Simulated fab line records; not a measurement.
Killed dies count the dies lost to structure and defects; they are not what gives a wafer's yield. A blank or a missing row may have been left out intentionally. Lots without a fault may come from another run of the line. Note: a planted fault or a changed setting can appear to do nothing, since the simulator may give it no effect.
Matching of chambers | flow gf180mcu | GF_STI_CVD_23 on hdpcvd-02 has 3 sister chambers
The step deposits SiO2, target thk 650 nm, time 108.3 s. 6 wafers are shown with their chamber, then 9 later ones without.

WAFERS PAIRED WITH THEIR CHAMBERS
wafer  | chamber | sih4FlowSccm (sccm)
L496.1 | 0       | 59.76
L497.1 | 1       | 59.86
L497.3 | 2       | 59.93
L497.5 | 1       | 59.90
L499.2 | 2       | 60.00
L499.4 | 0       | 60.06

WAFERS WITH NO CHAMBER GIVEN
wafer  | sih4FlowSccm (sccm)
L499.6 | 59.90
L503.3 | 59.90
L503.5 | 59.95
L503.6 | 60.06
L505.2 | 60.05
L505.3 | 59.96
L505.4 | 59.91
L508.1 | 60.09
L508.6 | 59.93

THE CHAMBER EACH PASSED THROUGH
wafer  | from the rows above          | in truth
L499.6 | can't be placed: 0 or 1 or 2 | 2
L503.3 | can't be placed: 0 or 1 or 2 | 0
L503.5 | can't be placed: 2 or 0 or 1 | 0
L503.6 | can't be placed: 2 or 0 or 1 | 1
L505.2 | can't be placed: 2 or 0 or 1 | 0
L505.3 | can't be placed: 2 or 0 or 1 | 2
L505.4 | can't be placed: 0 or 1 or 2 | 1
L508.1 | can't be placed: 2 or 0 or 1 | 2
L508.6 | can't be placed: 0 or 2 or 1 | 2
Correctly placed: 0 of 9. These rows do not allow placing 9 (true chamber among the candidates in 9). 0 placed wrongly.
How it was worked out, from the rows above alone: a wafer's distance from a chamber is the root of the sum, over the readings, of the square of ((its reading less the chamber's mean) divided by the reading's scatter). If the next closest chamber is less than 2 further off than the closest, the wafer can't be placed; otherwise it belongs to the closest. Each chamber's mean is taken over the wafers shown for it. The scatter is the square root of a quotient: the sum, over the shown wafers, of each reading's squared deviation from its chamber's mean, divided by wafers minus chambers.
